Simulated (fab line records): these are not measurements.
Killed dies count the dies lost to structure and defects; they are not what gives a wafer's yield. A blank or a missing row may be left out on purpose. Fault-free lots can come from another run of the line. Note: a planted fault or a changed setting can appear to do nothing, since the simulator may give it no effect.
Matching of chambers + flow sky130 + 4 sister chambers for SKY_PASSIVATION_ETCH_11 on rie-diel-02
The step etches the open film in CF4/O2, stops on AlCu, target depth 725 nm, time 161.1 s. 22 wafers are shown with their chamber, then 11 later ones without.

## EACH WAFER AND ITS CHAMBER
| wafer  | chamber | drypump-motor-current-A (A) | throttle-valve-pct (%) | oes-product-au (a.u.) |
|--------|---------|-----------------------------|------------------------|-----------------------|
| L076.1 | 0       | 5.5                         | 5.958                  | 0.967                 |
| L076.2 | 1       | 6.7                         | 5.963                  | 0.964                 |
| L076.3 | 2       | 6.3                         | 5.961                  | 0.969                 |
| L076.4 | 3       | 6.0                         | 5.974                  | 0.965                 |
| L076.5 | 3       | 5.9                         | 5.965                  | 0.977                 |
| L076.6 | 0       | 5.5                         | 5.949                  | 0.984                 |
| L075.1 | 2       | 6.3                         | 5.966                  | 0.969                 |
| L075.5 | 1       | 6.7                         | 5.955                  | 0.980                 |
| L075.6 | 0       | 5.5                         | 5.973                  | 0.975                 |
| L074.1 | 2       | 6.4                         | 5.952                  | 0.967                 |
| L074.2 | 3       | 5.9                         | 5.950                  | 0.969                 |
| L074.3 | 1       | 6.7                         | 5.948                  | 0.963                 |
| L074.4 | 0       | 5.5                         | 5.981                  | 0.975                 |
| L074.5 | 1       | 6.7                         | 5.952                  | 0.968                 |
| L074.6 | 2       | 6.3                         | 5.987                  | 0.983                 |
| L080.3 | 0       | 5.6                         | 5.961                  | 0.974                 |
| L080.4 | 2       | 6.3                         | 5.978                  | 0.979                 |
| L080.6 | 2       | 6.3                         | 5.988                  | 0.980                 |
| L082.1 | 3       | 6.0                         | 5.960                  | 0.977                 |
| L082.4 | 1       | 6.7                         | 5.955                  | 0.988                 |
| L082.5 | 0       | 5.6                         | 5.971                  | 0.981                 |
| L089.1 | 3       | 5.9                         | 5.967                  | 0.975                 |

SIGNATURES (averages over the wafers above)
| reading                 | chamber 0 | chamber 1 | chamber 2 | chamber 3 | scatter within a chamber |
|-------------------------|-----------|-----------|-----------|-----------|--------------------------|
| drypump-motor-current-A | 5.533     | 6.700     | 6.317     | 5.940     | 0.0432                   |
| throttle-valve-pct      | 5.96550   | 5.95460   | 5.97200   | 5.96320   | 0.011                    |
| oes-product-au          | 0.97600   | 0.97260   | 0.97450   | 0.97260   | 0.00749                  |
Rule: for a wafer and a chamber, the distance is found by dividing, reading by reading, the gap between the wafer's reading and the chamber's mean by the reading's scatter, squaring, summing and taking the root. If the next closest chamber is less than 2 further off than the closest, the wafer can't be placed; otherwise it belongs to the closest. The scatter: take each reading less its chamber's mean, square it, sum over the shown wafers, divide by the number of wafers less the number of chambers, and take the root.

## WAFERS WITH NO CHAMBER GIVEN
| wafer  | drypump-motor-current-A (A) | throttle-valve-pct (%) | oes-product-au (a.u.) |
|--------|-----------------------------|------------------------|-----------------------|
| L089.3 | 6.7                         | 5.980                  | 0.965                 |
| L089.4 | 6.3                         | 5.967                  | 0.984                 |
| L090.1 | 6.7                         | 5.958                  | 0.970                 |
| L090.2 | 6.3                         | 5.955                  | 0.972                 |
| L090.5 | 5.5                         | 5.970                  | 0.984                 |
| L094.2 | 6.7                         | 5.972                  | 0.974                 |
| L094.4 | 5.5                         | 5.977                  | 0.971                 |
| L094.6 | 5.9                         | 5.967                  | 0.967                 |
| L095.2 | 6.7                         | 5.963                  | 0.976                 |
| L095.4 | 6.3                         | 5.985                  | 0.989                 |
| L095.6 | 6.3                         | 5.974                  | 0.972                 |

## CHAMBER TAKEN BY EACH
| wafer  | from the rows above | in truth |
|--------|---------------------|----------|
| L089.3 | 1                   | 1        |
| L089.4 | 2                   | 2        |
| L090.1 | 1                   | 1        |
| L090.2 | 2                   | 2        |
| L090.5 | 0                   | 0        |
| L094.2 | 1                   | 1        |
| L094.4 | 0                   | 0        |
| L094.6 | 3                   | 3        |
| L095.2 | 1                   | 1        |
| L095.4 | 2                   | 2        |
| L095.6 | 2                   | 2        |
Correct placement for 11 of the 11. Can't be placed from these rows: 0. Wrongly placed: 0.
